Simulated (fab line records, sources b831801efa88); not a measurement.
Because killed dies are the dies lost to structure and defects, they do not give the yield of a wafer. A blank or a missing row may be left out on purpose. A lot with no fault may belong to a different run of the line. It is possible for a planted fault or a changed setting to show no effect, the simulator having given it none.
What tool caused it? | flow gf180mcu | 12 lots with 36 wafers sampled at 6 steps, on a route of 602 steps

== WHAT THE GAUGES READ, wafer by wafer ==
GF_DNWELL_TW_MEAS_09.
lot  | measured    | on           | DNWELL_TW
L776 | day 2 20:29 | filmMetro-03 | 1349 1351 1349
L777 | day 3 02:13 | filmMetro-02 | 1362 1362 1366
L779 | day 3 15:49 | filmMetro-02 | 1350 1349 1345
L780 | day 3 17:17 | filmMetro-02 | 1354 1344 1356
L781 | day 3 21:29 | filmMetro-02 | 1359 1361 1368
L789 | day 5 16:48 | filmMetro-04 | 1353 1361 1353
L793 | day 6 12:56 | filmMetro-03 | 1375 1378 1377
L795 | day 6 23:23 | filmMetro-02 | 1358 1361 1355
L796 | day 7 05:08 | filmMetro-04 | 1360 1351 1355
L797 | day 7 09:47 | filmMetro-03 | 1361 1357 1363
L798 | day 7 17:17 | filmMetro-04 | 1358 1362 1371
L799 | day 7 20:56 | filmMetro-04 | 1349 1355 1342

GF_VT_IMPLANT_OVL_MEAS_07.
lot  | measured     | on         | VT_IMPLANT_OVL (nm)
L776 | day 5 17:39  | overlay-01 | -2.3 -0.1 -1.0
L777 | day 5 22:46  | overlay-01 | -0.6 -1.1 -0.8
L779 | day 6 13:45  | overlay-01 | -3.1 -4.0 -1.2
L780 | day 6 17:15  | overlay-01 | -1.4 -2.6 -1.7
L781 | day 6 22:05  | overlay-01 | -4.0 -2.6 -1.7
L789 | day 8 22:07  | overlay-01 | 1.3 -0.4 0.2
L793 | day 9 21:52  | overlay-01 | - - -
L795 | day 10 11:14 | overlay-01 | -0.6 -1.8 -1.6
L796 | day 10 15:02 | overlay-01 | -1.7 -3.3 -2.3
L797 | day 10 22:29 | overlay-01 | -1.0 1.2 -1.4
L798 | day 11 07:05 | overlay-01 | -2.0 -0.3 -1.4
L799 | day 11 11:44 | overlay-01 | -1.1 -0.8 -2.2

GF_VT_IMPLANT_TW_MEAS_10.
lot  | measured     | on           | VT_IMPLANT_TW
L776 | day 5 17:56  | filmMetro-01 | 563.5 560.7 564.9
L777 | day 5 23:18  | filmMetro-04 | 563.9 562.1 564.1
L779 | day 6 14:02  | filmMetro-02 | 567.3 568.6 569.7
L780 | day 6 17:32  | filmMetro-01 | 557.8 555.5 557.4
L781 | day 6 22:22  | filmMetro-04 | 565.4 565.7 566.2
L789 | day 8 22:24  | filmMetro-04 | 563.2 563.1 561.9
L793 | day 9 22:08  | filmMetro-04 | 30.1 30.0 29.9
L795 | day 10 11:31 | filmMetro-04 | 563.7 562.8 565.0
L796 | day 10 15:19 | filmMetro-04 | 561.4 562.1 562.8
L797 | day 10 22:46 | filmMetro-02 | 563.7 565.2 565.8
L798 | day 11 07:22 | filmMetro-01 | 561.3 565.2 567.8
L799 | day 11 12:02 | filmMetro-01 | 567.4 563.4 565.0

GF_VT_IMPLANT_TW_MEAS_32.
lot  | measured     | on           | VT_IMPLANT_3_TW
L776 | day 6 23:53  | filmMetro-02 | 270.7 269.9 270.3
L777 | day 7 06:20  | filmMetro-01 | 269.7 268.9 269.4
L779 | day 7 20:50  | filmMetro-01 | 268.6 268.9 269.4
L780 | day 8 01:35  | filmMetro-04 | 268.3 269.8 267.7
L781 | day 8 05:56  | filmMetro-02 | 269.9 270.2 270.1
L789 | day 10 09:58 | filmMetro-02 | 268.5 270.9 268.9
L793 | day 11 11:07 | filmMetro-02 | 270.5 271.0 270.5
L795 | day 12 01:18 | filmMetro-02 | 273.1 272.2 271.5
L796 | day 12 05:07 | filmMetro-01 | 267.8 266.6 268.5
L797 | day 12 11:41 | filmMetro-01 | 269.1 269.0 267.0
L798 | day 12 21:59 | filmMetro-01 | 267.1 267.0 268.8
L799 | day 13 03:07 | filmMetro-04 | 269.8 269.8 269.1

== WHICH TOOL RAN EACH LOT (tool, then ch and the chambers of the sampled wafers, then the start) ==
lot  | GF_VT_IMPLANT_EXPOSE_04            | GF_VT_IMPLANT_STRIP_20
L776 | ilineStepper-02 ch 0, day 5 10:24  | plasmaAsher-02 ch 0,1, day 6 08:13
L777 | ilineStepper-01 ch 0, day 5 16:13  | plasmaAsher-04 ch 0,1, day 6 14:52
L779 | ilineStepper-01 ch 0, day 6 06:30  | plasmaAsher-01 ch 0, day 7 05:17
L780 | ilineStepper-02 ch 0, day 6 10:05  | plasmaAsher-04 ch 0,1, day 7 09:26
L781 | ilineStepper-02 ch 0, day 6 14:29  | plasmaAsher-02 ch 0,1, day 7 13:44
L789 | ilineStepper-01 ch 0, day 8 14:50  | plasmaAsher-02 ch 0,1, day 9 15:53
L793 | ilineStepper-02 ch 0, day 9 14:19  | plasmaAsher-02 ch 0,1, day 10 16:05
L795 | ilineStepper-02 ch 0, day 10 02:21 | plasmaAsher-04 ch 1, day 11 06:20
L796 | ilineStepper-02 ch 0, day 10 07:04 | plasmaAsher-02 ch 0,1, day 11 09:51
L797 | ilineStepper-02 ch 0, day 10 13:10 | plasmaAsher-04 ch 0,1, day 11 16:19
L798 | ilineStepper-02 ch 0, day 10 22:04 | plasmaAsher-04 ch 0,1, day 12 02:23
L799 | ilineStepper-02 ch 0, day 11 03:20 | plasmaAsher-01 ch 0,1, day 12 07:15
- GF_VT_IMPLANT_EXPOSE_04: exposes mask LVPWELL LV AREA, target cd 600 nm.
- GF_VT_IMPLANT_STRIP_20: strips in O2/N2.

== AS READ BY THE TOOLS THEMSELVES (means over the sampled wafers that have a number; for cases with no such wafer, the mark the record gives instead) ==
GF_VT_IMPLANT_STRIP_20.
lot  | tool           | chamberPressureMTorr (mTorr) | drypumpMotorCurrentA (A) | heaterPowerW (W) | oesProductAu (a.u.) | stripTimeToEndpointS (s)
L776 | plasmaAsher-02 | 1500.4                       | 6.3                      | 398              | 0.717               | 12.68
L777 | plasmaAsher-04 | 1500.1                       | 5.7                      | 331              | 0.717               | 12.59
L779 | plasmaAsher-01 | 1500.1                       | 5.6                      | 378              | 0.717               | 12.67
L780 | plasmaAsher-04 | 1499.6                       | 5.7                      | 328              | 0.715               | 12.67
L781 | plasmaAsher-02 | 1499.9                       | 6.2                      | 423              | 0.714               | 12.65
L789 | plasmaAsher-02 | 1500.1                       | 6.3                      | 399              | 0.715               | 12.66
L793 | plasmaAsher-02 | 1499.7                       | 6.3                      | 404              | 0.717               | 12.63
L795 | plasmaAsher-04 | 1499.4                       | 4.7                      | 336              | 0.713               | 12.61
L796 | plasmaAsher-02 | 1500.8                       | 6.3                      | 399              | 0.713               | 12.65
L797 | plasmaAsher-04 | 1499.5                       | 5.1                      | 342              | 0.720               | 12.62
L798 | plasmaAsher-04 | 1498.6                       | 5.7                      | 332              | 0.717               | 12.62
L799 | plasmaAsher-01 | 1499.8                       | 5.8                      | 361              | 0.715               | 12.63

== THE ANSWER, worked out from the rows above alone ==
Rule: the lots themselves supply what counts as usual. Put in order of their means at a reading, lots are off if they are a third of the lots or fewer, leave a main group of 4 or more, and stand apart from it by a gap of 3 or more times the standard deviation of the main group's means; of several such gaps the widest counts. If all means in a main group match to the digits the tables above print for the reading, that group is not used. A lot without any number at a reading at which 4 lots or more have one is off too. Where the step has rows for the other lots, those lots are counted as sound. First the gauges in route order, then the tools' own readings, where a lot's mean is used as printed above. At the first step where some lot is off, the reading lying furthest off is the one used; lots without a number count as furthest.
Off: L793, seen at GF_VT_IMPLANT_OVL_MEAS_07 (VT_IMPLANT_OVL). Without a number there: L793. The main group has a mean of -1.4 nm with a standard deviation of 0.93.
If a tool, at a process step before that reading, ran all the lots that are off and no sound lot after the first of them, it fits. The gauges at GF_VT_IMPLANT_OVL_MEAS_07 aren't tried: what is off there is off at GF_VT_IMPLANT_TW_MEAS_10 too, on other tools, and a gauge's error can't cause that. Not one of the candidates tried fits.

== WHAT WAS PUT IN BY THE SIMULATOR ==
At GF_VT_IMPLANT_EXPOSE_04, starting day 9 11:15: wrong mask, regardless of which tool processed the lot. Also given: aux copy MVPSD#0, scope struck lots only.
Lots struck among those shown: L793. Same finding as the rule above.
